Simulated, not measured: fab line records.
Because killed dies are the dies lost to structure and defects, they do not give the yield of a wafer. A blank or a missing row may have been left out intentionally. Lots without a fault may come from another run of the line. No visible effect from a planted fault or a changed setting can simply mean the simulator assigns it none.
Code-filled problem report in 8D (eight disciplines) form	flow gf180mcu	the parts of the form that need people (team, actions taken, sign-off) are left out

1. WHAT IS WRONG
Mean V2_W_RS at GF_V2_RS_MEAS_24: 0.216 ohm/sq over 3 wafers in 2 lots; fault-free wafers: 0.323 ohm/sq, standard deviation 0.007. That puts it -15 standard deviations away from the usual mean.
The step: measures by four-point-probe.
The first sign was on wafer L417.2 at day 22 01:55, on filmMetro-02. At this step, 30 wafers from 10 lots have a number in the record. Rule for "out" (also "out of limits"): further than 4 standard deviations from the usual mean. All remaining wafers that have a number are taken as sound.

2. WHAT IT IS, WHAT IT ISN'T
question	is	is not
which readings at this step	V2_W_RS	-
which lots	L417, L418	L412, L414, L427, L428, L429, L431, L434, L435
which wafers of those lots	L417.2, L417.6, L418.2	L417.4, L418.1, L418.3
read on which gauges	filmMetro-02, filmMetro-03	filmMetro-01
when	from day 22 01:55	up to then (7 sound wafers); but 20 sound wafers of L418, L427, L428, L429, L431, L434, L435 came after

3. THE SUSPECTS, EACH WITH WHAT RULES IT OUT
Counting: a tool at a process step up to the reading stays a suspect if it ran every lot that is out. Sound lots after the first of them don't rule it out here, since some wafers of a struck lot are sound.
- the gauge at GF_V2_RS_MEAS_24 has been ruled out. 2 gauges (filmMetro-02, filmMetro-03) read the wafers that are out.
- plasmaAsher-01 at GF_M2_STRIP_17 (strips in O2/N2): kept. Every lot that is out went through it, the first being L417 (day 21 00:08); the last sound lot it ran before that was L412 (day 19 07:49).
- cvdW-01 at GF_V2_CVD_23 (deposits W, target thk 350 nm, time 104.94 s): kept. Every lot that is out went through it, the first being L417 (day 22 01:47); the last sound lot it ran before that was L414 (day 21 02:38).
- Within cvdW-01 at GF_V2_CVD_23: the wafers that are out ran in chamber 1; their sound lot-mates ran in chamber 0.
After counting, plasmaAsher-01 at GF_M2_STRIP_17 and cvdW-01 at GF_V2_CVD_23 remain.

4. THE CAUSE (what the simulator had put in)
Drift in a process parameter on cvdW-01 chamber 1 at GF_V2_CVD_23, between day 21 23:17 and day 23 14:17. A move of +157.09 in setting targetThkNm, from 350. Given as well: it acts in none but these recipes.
Counting left 2 suspects, and this tool is among them.

5. THE EFFECT CHAIN, in route order
Each row: a reading whose mean over the struck wafers that have a number lies more than 3 standard deviations from the usual. Only readings whose record carries a usual standard deviation are examined. hours: median over the lots of the time between each lot's start at the first step of this table that gives one and its start at this step. sigmas: the change, counted in usual standard deviations.
hours	step	reading	usual	on struck wafers	change	sigmas
0	GF_V2_RS_MEAS_24	V2_W_RS	0.323 ohm/sq	0.216	-0.107	-15
10	GF_V2_THK_MEAS_25	V2_W_THK	370 nm	560	+190	+22
16	GF_V2_CMP_26	timeToEndpointS	85 s	127	+42	+8.7
Its process steps:
- GF_V2_CMP_26: polishes, stops on SiO2, t overpolish 15 s, target thk 0 nm.

6. WHAT WOULD HAVE CAUGHT IT SOONER
3 hours passed between the start of the fault at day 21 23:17 and the first reading out of limits at a measuring or inspecting step in this record, taken at day 22 01:55.
Of the tool readings at GF_V2_CVD_23 for which the record gives a usual standard deviation, none was out on any struck wafer, so an alarm limit of 4 standard deviations on them would not have fired.
Lots out: 2; of these, L418 started GF_V2_CVD_23 on cvdW-01 after day 22 01:55. Putting the tool on hold at that point would have spared it.
